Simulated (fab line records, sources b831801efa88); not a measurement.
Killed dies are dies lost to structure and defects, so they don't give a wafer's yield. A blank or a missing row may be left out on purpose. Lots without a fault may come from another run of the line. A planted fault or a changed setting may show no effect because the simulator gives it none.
fab line records | flow sfq_line
record lots=6 wafers=18 last_day=85
route steps=325 shown M2@92 I2@103
lots that met no fault: from a run of the same line without faults
start_h: hours from the record's first day to the start of the lot's first wafer shown | wait_h: hours since the lot's step before | " the same as in the row above | L1.1+2: a row that stands for several wafers | - no value, or no start given | * or withheld: withheld | < > ~ a bound
route shown NAME@n: a module of which the file shows steps, and the number in the route of the first | usual: mean/standard deviation of fault-free wafers | same: alike in all rows | chamber/n: place in a boat | sites: the reading at each site | _std_site: their standard deviation | _edge_site: outer sites' mean less inner sites' | radius_mm: how far each site lies from the wafer's centre | mask NAME#n: copy n | behind: the tool/chamber that last shaped the wafer | hold: why the lot was held/for how many hours/how that ended | device: the transistor (n, p or np) that didn't switch | end of line: the same wafers' tests at the end of the route | a step without rows: its recipe alone | killed: dies lost to structure and defects at the first sort, not the wafer's yield | map: a wafer's dies, x killed, . not, _ none there
set.NAME: the setting as run; set.NAME@STEP: as run at that earlier step | model.NAME: the simulator's own value behind a step, which no gauge read
lots at some steps of the route; a table a step, a row a wafer
services: from which hour (start_h, from the record's first day; less than 0 if before it) a tool's chamber was out of use, for how many hours, and why
## steps
# step SFQ_TRILAYER_M2_LITHO_COAT_062
# recipe resist=BARC spin_rpm=3000 resist_thk_nm=62
# step SFQ_TRILAYER_M2_LITHO_COAT_057
# recipe resist=KrF spin_rpm=3000 resist_thk_nm=600
# step SFQ_TRILAYER_M2_LITHO_SOFTBAKE_061
# recipe temp_c=withheld time_s=withheld resist=KrF
# step SFQ_TRILAYER_M2_LITHO_EXPOSE_058
# recipe mask_id=M2 na=0.6 source_shape=conventional sigma_outer=0.65 target_cd_nm=500 dose_mj=14.4
# step SFQ_TRILAYER_M2_LITHO_PEB_060
# recipe peb_temp_c=115 peb_time_s=60 resist=KrF
# step SFQ_TRILAYER_M2_LITHO_DEVELOP_059
# recipe time_s=60 resist=KrF
# step SFQ_M2_OVL_MEAS_916
# usual M2_OVL=-2/5.8
# columns lot.wafer tool chamber start_h wait_h M2_OVL[nm]
L658.2 overlay-02 - 799.48 0.1 -9
L658.4 " - " " -10
L658.5 " - " " -12
L660.2 overlay-02 - 948.81 0.1 -8
L660.5 " - " " -4
L660.6 " - " " -1
L665.3 overlay-02 - 1009.16 0.1 -8
L665.4 " - " " -3
L665.6 " - " " 0
L666.4 overlay-02 - 1023.57 0.1 -2
L666.5 " - " " -1
L666.6 " - " " -3
L668.4 overlay-02 - 1037.28 0.1 4
L668.5 " - " " -4
L668.6 " - " " 3
L669.1 overlay-01 - 1051.66 0.1 -2
L669.3 " - " " -2
L669.4 " - " " -3
# step SFQ_TRILAYER_M2_BARC_OPEN_METAL_ETCH_077
# recipe mask_material=PR chemistry=O2 target_depth_nm=125 target=BARC icp_w=600 bias_w=80 pressure_mtorr=10 time_s=41.7
# usual drypump_motor_current_A=5.90/0.29 oes_product_au=0.685/0.0053
# columns lot.wafer tool chamber start_h wait_h drypump_motor_current_A oes_product_au rf_hours_counter_h
L658.2 rie_metal-03 1 799.51 0.0 6.12 0.693 63
L658.4 " 1 " " 6.12 0.692 -
L658.5 " 0 " " 5.57 0.674 -
L660.2 rie_metal-01 1 948.87 0.1 5.95 0.692 -
L660.5 " 1 " " 5.98 0.676 -
L660.6 " 1 " " 5.98 0.685 -
L665.3 rie_metal-03 1 1009.24 0.1 6.12 0.685 -
L665.4 " 1 " " 6.10 0.691 -
L665.6 " 1 " " 6.10 0.684 -
L666.4 rie_metal-02 0 1023.61 0.0 5.61 0.682 -
L666.5 " 0 " " 5.61 0.684 -
L666.6 " 1 " " 6.51 0.681 -
L668.4 rie_metal-02 1 1037.32 0.0 6.52 0.687 -
L668.5 " 1 " " 6.50 0.680 -
L668.6 " 0 " " 5.61 0.689 -
L669.1 rie_metal-03 1 1051.70 0.0 6.13 0.686 110
L669.3 " 0 " " 5.54 0.691 -
L669.4 " 1 " " 6.13 0.685 -
# step SFQ_TRILAYER_M2_ETCH_METAL_ETCH_060
# recipe target=Nb stop_on=SiO2 mask_material=PR chemistry=Cl2/Ar target_depth_nm=240 icp_w=600 bias_w=80 pressure_mtorr=10 time_s=120
# usual drypump_motor_current_A=5.90/0.29 oes_product_au=0.895/0.0077
# columns lot.wafer tool chamber start_h wait_h drypump_motor_current_A oes_product_au rf_hours_counter_h
L658.2 rie_metal-03 1 799.57 0.0 6.12 0.872 63
L658.4 " 1 " " 6.09 0.886 -
L658.5 " 0 " " 5.55 0.886 -
L660.2 rie_metal-01 1 949.05 0.2 5.98 0.896 -
L660.5 " 1 " " 5.98 0.889 -
L660.6 " 1 " " 5.97 0.900 -
L665.3 rie_metal-03 1 1009.46 0.2 6.10 0.895 -
L665.4 " 1 " " 6.17 0.891 -
L665.6 " 1 " " 6.11 0.892 -
L666.4 rie_metal-02 0 1023.69 0.1 5.60 0.910 -
L666.5 " 0 " " 5.57 0.889 -
L666.6 " 1 " " 6.50 0.893 -
L668.4 rie_metal-02 1 1037.40 0.1 6.50 0.896 -
L668.5 " 1 " " 6.51 0.906 -
L668.6 " 0 " " 5.59 0.891 -
L669.1 rie_metal-03 1 1051.76 0.0 6.05 0.900 110
L669.3 " 0 " " 5.58 0.900 -
L669.4 " 1 " " 6.06 0.894 -
# step SFQ_TRILAYER_M2_STRIP_STRIP_061
# recipe gas=O2 power_w=200 platen_temp_c=40 overash_fraction=0.65 chemistry=O2 pressure_mtorr=50
# usual drypump_motor_current_A=5.90/0.29 oes_product_au=1.001/0.0068
# columns lot.wafer tool chamber start_h wait_h drypump_motor_current_A oes_product_au rf_hours_counter_h
L658.2 rie_metal-03 1 799.69 0.1 6.13 0.992 63
L658.4 " 1 " " 6.10 0.991 -
L658.5 " 0 " " 5.57 1.016 -
L660.2 rie_metal-01 1 949.60 0.5 5.97 1.006 -
L660.5 " 1 " " 5.98 1.008 -
L660.6 " 1 " " 5.95 0.995 -
L665.3 rie_metal-03 1 1010.21 0.7 6.04 0.989 -
L665.4 " 1 " " 6.09 1.000 -
L665.6 " 1 " " 6.04 0.991 -
L666.4 rie_metal-02 0 1023.97 0.2 5.57 1.002 -
L666.5 " 0 " " 5.58 0.988 -
L666.6 " 1 " " 6.49 1.001 -
L668.4 rie_metal-02 1 1037.68 0.2 6.53 1.009 -
L668.5 " 1 " " 6.51 1.004 -
L668.6 " 0 " " 5.60 1.001 -
L669.1 rie_metal-03 1 1051.88 0.1 6.06 1.004 111
L669.3 " 0 " " 5.56 1.013 -
L669.4 " 1 " " 6.08 1.006 -
# step SFQ_TRILAYER_M2_STRIP_SOLV_CLEAN_062
# recipe chemistry=NMP temp_c=70 time_s=600
# step SFQ_TRILAYER_I2_DEP_PECVD_063
# recipe material=SiO2 temp_c=150 time_s=111.11 pressure_torr=2.4 rf_w=183.3 precursor=SiH4/N2O target_thk_nm=500
# usual heater_power_w=82/13 rf_fwd_power_W=182.2/0.61 showerhead_vpp_V=853/41 throttle_valve_pct=24.6/1
# columns lot.wafer tool chamber start_h wait_h heater_power_w rf_fwd_power_W showerhead_vpp_V throttle_valve_pct model.SiO2_of_TRILAYER_I2_DEP_PECVD_063.thk_nm
L658.2 pecvd-04 2 800.48 0.0 76 182.6 891 24.3 500.9
L658.4 " 0 " " 92 181.6 845 23.6 513.6
L658.5 " 2 " " 81 182.5 905 24.3 512.2
L660.2 pecvd-03 2 951.11 0.0 93 182.2 932 24.3 493.5
L660.5 " 2 " " 100 182.1 901 24.2 500
L660.6 " 1 " " 78 181.7 831 25.2 503.8
L665.3 pecvd-04 0 1011.45 0.0 67 255.4 1001 24.5 549.5
L665.4 " 2 " " 73 181.9 914 24.8 504.9
L665.6 " 0 " " 68 255.7 981 24.4 562.5
L666.4 pecvd-04 0 1024.59 0.0 67 255.0 1000 24.2 559.1
L666.5 " 2 " " 68 181.5 913 24.9 491.9
L666.6 " 1 " " 73 182.2 843 26.2 493.6
L668.4 pecvd-01 2 1038.31 0.0 85 182.9 830 24.3 500.5
L668.5 " 1 " " 107 181.4 804 22.5 501.1
L668.6 " 0 " " 61 181.8 800 22.6 510.7
L669.1 pecvd-03 2 1052.66 0.0 88 183.0 926 24.3 496.7
L669.3 " 0 " " 65 183.0 832 25.4 497
L669.4 " 2 " " 91 182.3 933 24.4 499.2
# step SFQ_TRILAYER_I2_CMP_CMP_064
# recipe material=SiO2 down_force_psi=3 platen_rpm=60 pad_velocity_m_s=0.94248
# usual edge_zone_pressure_frac=1.000/0.0048 motor_current_A=10.3/1.1 time_to_endpoint_s=215/7.8
# columns lot.wafer tool chamber start_h wait_h edge_zone_pressure_frac motor_current_A time_to_endpoint_s
L658.2 cmp-01 3 851.38 50.9 1.005 11.1 215
L658.4 " 0 " " 1.000 9.5 228
L658.5 " 1 " " 0.990 11.5 229
L660.2 cmp-01 1 959.38 8.2 1.012 12.0 215
L660.5 " 1 961.38 10.2 1.009 11.9 223
L660.6 " 2 " " 1.000 11.2 220
L665.3 cmp-01 0 1015.23 3.7 0.994 9.5 252
L665.4 " 3 1016.73 5.2 0.998 11.7 220
L665.6 " 1 1017.73 6.2 0.994 12.3 263
L666.4 cmp-02 2 1027.59 3.0 0.987 10.5 250
L666.5 " 1 1029.09 4.5 1.003 9.7 211
L666.6 " 2 " " 1.000 9.9 209
L668.4 cmp-01 1 1039.23 0.9 0.998 12.1 217
L668.6 " 1 1041.23 2.9 0.999 12.7 220
L668.5 " 2 " " 0.998 11.6 213
L669.1 cmp-01 2 1054.23 1.5 1.000 10.9 210
L669.3 " 3 " " 1.002 10.9 207
L669.4 " 0 " " 1.003 9.3 214
# step SFQ_I2_BOW_MEAS_917
# recipe mode=bow
# usual I2_BOW=2/8
# columns lot.wafer tool chamber start_h wait_h I2_BOW[um]
L658.2 film_metro-02 - 853.40 1.5 4
L658.4 " - " " 3
L658.5 " - " " -8
L660.2 film_metro-02 - 962.40 2.5 -3
L660.5 " - " " 21
L660.6 " - " " 11
L665.3 film_metro-01 - 1018.27 2.5 6
L665.4 " - " " 5
L665.6 " - " " 4
L666.4 film_metro-02 - 1030.15 2.1 6
L666.5 " - " " 9
L666.6 " - " " 8
L668.4 film_metro-01 - 1042.29 2.6 4
L668.5 " - " " -9
L668.6 " - " " -9
L669.1 film_metro-01 - 1057.23 2.5 3
L669.3 " - " " 1
L669.4 " - " " 2
## services
# columns tool chamber start_h hours kind
pecvd-04 - 776.58 12.1 repair
cmp-02 - 803.21 6.4 pm
cmp-01 - 803.76 4.6 repair
pecvd-03 - 803.94 1.6 repair
rie_metal-02 - 812.13 2.8 pm
pecvd-04 2 829.29 9.1 repair
cmp-02 - 875.63 10.5 pm
rie_metal-01 - 885.37 2.8 pm
rie_metal-02 - 891.60 14.6 pm
cmp-02 - 913.36 0.6 repair
cmp-01 - 916.38 4.0 pm
rie_metal-02 0 930.69 5.6 repair
rie_metal-01 0 931.22 189.0 repair
pecvd-01 - 933.25 14.0 pm
pecvd-03 0 948.17 4.8 repair
cmp-01 - 973.76 0.7 repair
cmp-01 - 977.41 4.8 pm
pecvd-03 - 983.05 0.8 pm
cmp-02 - 983.30 0.7 repair
pecvd-03 - 986.71 1.9 repair
rie_metal-03 - 994.66 2.8 pm
rie_metal-03 0 1009.15 10.0 repair
cmp-01 - 1019.66 6.0 repair
rie_metal-02 0 1038.25 2.3 repair
## key
first_sign step=SFQ_TRILAYER_I2_DEP_PECVD_063 reading=rf_fwd_power_W direction=up sigmas=99+ usual=182.2 struck=255.4
effect step=SFQ_TRILAYER_I2_DEP_PECVD_063 reading=showerhead_vpp_V direction=up sigmas=3.4 usual=853 struck=994
effect step=SFQ_TRILAYER_I2_CMP_CMP_064 reading=time_to_endpoint_s direction=up sigmas=5.1 usual=* struck=*
model_effect step=SFQ_TRILAYER_I2_DEP_PECVD_063 value=SiO2_of_TRILAYER_I2_DEP_PECVD_063.thk_nm without=503.8 struck=557
met_at SFQ_TRILAYER_I2_DEP_PECVD_063
struck_wafers L665.3,L665.6,L666.4
onset_between 800.48 1011.45
fault kind=process_parameter_drift tool=pecvd-04 chamber=0 onset_h=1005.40 steps=SFQ_TRILAYER_I2_DEP_PECVD_063 channel=rf_w offset=73.32 shape=step end_h=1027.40 acts_in=these_recipes_only stated=183.3
